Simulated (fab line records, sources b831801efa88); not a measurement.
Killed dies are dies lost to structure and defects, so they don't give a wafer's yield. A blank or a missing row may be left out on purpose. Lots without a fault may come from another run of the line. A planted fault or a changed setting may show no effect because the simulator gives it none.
Which tool did it? | flow sky130 | 13 lots, 39 wafers sampled, at 3 steps of a route of 708

WHAT THE GAUGES READ, wafer by wafer
SKY_LOCAL_INTERCONNECT_CD_MEAS_11: target cd 170 nm. Usual: cd_nm 169.7 nm, standard deviation 1.2.
lot  | measured     | on        | cd_nm (nm)        | flag
L503 | day 29 12:28 | cd_sem-02 | 170.9 171.1 170.7 |
L506 | day 31 00:01 | cd_sem-02 | 169.7 169.7 171.5 |
L508 | day 32 05:15 | cd_sem-01 | 168.1 169.0 171.2 |
L509 | day 32 10:56 | cd_sem-01 | 168.9 167.7 167.9 |
L510 | day 32 15:04 | cd_sem-01 | 170.1 169.1 167.7 |
L512 | day 33 13:31 | cd_sem-02 | 170.1 169.9 171.3 |
L515 | day 34 01:53 | cd_sem-02 | 169.0 169.1 168.8 |
L519 | day 36 00:30 | cd_sem-02 | 168.5 168.9 168.8 |
L522 | day 36 12:31 | cd_sem-01 | 172.4 171.5 170.9 |
L523 | day 37 05:27 | cd_sem-02 | 170.0 170.5 170.8 |
L524 | day 38 00:19 | cd_sem-02 | 170.7 170.8 169.5 |
L525 | day 37 23:58 | cd_sem-01 | 168.3 168.4 168.1 |
L526 | day 38 04:32 | cd_sem-02 | 167.7 169.6 168.2 |

WHICH TOOL RAN EACH LOT (tool, then ch and the chambers of the sampled wafers, then the start)
lot  | SKY_LDD_N_IMPLANT_11            | SKY_LI_CONTACT_SPUTTER_20
L503 | implanter-02 ch 0, day 17 02:16 | pvd_sputter-01, day 28 10:52
L506 | implanter-02 ch 0, day 18 12:50 | pvd_sputter-01, day 29 20:05
L508 | implanter-03 ch 0, day 19 23:18 | pvd_sputter-02, day 31 02:20
L509 | implanter-03 ch 0, day 20 09:34 | pvd_sputter-01, day 31 07:55
L510 | implanter-01 ch 0, day 20 13:12 | pvd_sputter-03, day 31 11:10
L512 | implanter-03 ch 0, day 21 11:55 | pvd_sputter-03, day 32 10:44
L515 | implanter-03 ch 0, day 22 01:46 | pvd_sputter-03, day 32 23:20
L519 | implanter-01 ch 0, day 24 00:42 | pvd_sputter-03, day 34 21:41
L522 | implanter-01 ch 0, day 24 16:10 | pvd_sputter-03, day 35 09:37
L523 | implanter-01 ch 0, day 25 16:15 | pvd_sputter-03, day 36 02:14
L524 | implanter-03 ch 0, day 26 09:09 | pvd_sputter-03, day 36 21:13
L525 | implanter-03 ch 0, day 26 10:49 | pvd_sputter-01, day 36 20:56
L526 | implanter-03 ch 0, day 26 18:25 | pvd_sputter-03, day 37 01:23
- SKY_LDD_N_IMPLANT_11
- SKY_LI_CONTACT_SPUTTER_20: material TiN, target thk 20 nm, time 80 s.

WHAT THE TOOLS THEMSELVES READ (means of the sampled wafers that have a number; where no wafer has one, the mark that the record gives instead)
SKY_LDD_N_IMPLANT_11. Usual: dose_ions_cm2 7.5e+13, standard deviation 8.4e+10; faraday_current_uA 422, standard deviation 8.5.
lot  | tool         | dose_ions_cm2 | faraday_current_uA | flag
L503 | implanter-02 | 7.5e+13       | 427                |
L506 | implanter-02 | 7.5e+13       | 422                |
L508 | implanter-03 | 7.5e+13       | 418                |
L509 | implanter-03 | 7.5e+13       | 425                |
L510 | implanter-01 | 7.5e+13       | 424                |
L512 | implanter-03 | 7.5e+13       | 427                |
L515 | implanter-03 | 7.5e+13       | 419                |
L519 | implanter-01 | 7.5e+13       | 417                |
L522 | implanter-01 | 6.9e+13       | 386                | OFF
L523 | implanter-01 | 6.9e+13       | 388                | OFF
L524 | implanter-03 | 7.5e+13       | 424                |
L525 | implanter-03 | 7.5e+13       | 418                |
L526 | implanter-03 | 7.5e+13       | 421                |

SKY_LI_CONTACT_SPUTTER_20. Usual: throttle_valve_pct 29.9 %, standard deviation 0.82.
lot  | tool           | throttle_valve_pct (%) | flag
L503 | pvd_sputter-01 | 30.3                   |
L506 | pvd_sputter-01 | 30.4                   |
L508 | pvd_sputter-02 | 29.6                   |
L509 | pvd_sputter-01 | 30.2                   |
L510 | pvd_sputter-03 | 29.5                   |
L512 | pvd_sputter-03 | 29.9                   |
L515 | pvd_sputter-03 | 29.6                   |
L519 | pvd_sputter-03 | 29.6                   |
L522 | pvd_sputter-03 | 30.2                   |
L523 | pvd_sputter-03 | 29.0                   |
L524 | pvd_sputter-03 | 30.1                   |
L525 | pvd_sputter-01 | 30.2                   |
L526 | pvd_sputter-03 | 30.0                   |

THE ANSWER, worked out from the rows above alone
Rule: a lot is off if the mean of its wafers that have a number lies more than 3 standard deviations from the usual mean. A lot without any number at a reading at which 4 lots or more have one is off too. The other lots that the step has rows for count as sound. The gauges are gone through in route order, then the tools' own readings, and for those a lot's mean is taken as printed above. The first step at which some lot is off is used, and at that step the reading that is off furthest; a lot without a number counts as furthest.
Off: L522, L523, at SKY_LDD_N_IMPLANT_11 (dose_ions_cm2).
A tool fits if, at that step or a process step before it, it ran every lot that is off, and no sound lot after the first of them. One fits: implanter-01 at SKY_LDD_N_IMPLANT_11. Its last sound lot is L519 (day 24 00:42), its first lot that is off L522 (day 24 16:10): a fault that began between those two fits.
The tool's own readings at SKY_LDD_N_IMPLANT_11 bear it out: on the lots that are off they differ by more than 5 times the standard deviation of the sound lots' means. dose_ions_cm2 reads 6.9e+13 there against 7.5e+13 on the sound lots; faraday_current_uA reads 387 there against 422 on the sound lots.

WHAT THE SIMULATOR HAD PUT IN
Process parameter drift: implanter-01, from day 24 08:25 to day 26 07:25, at SKY_LDD_N_IMPLANT_11. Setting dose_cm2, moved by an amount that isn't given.
Lots struck among those shown: L522, L523. The rule above found the same.
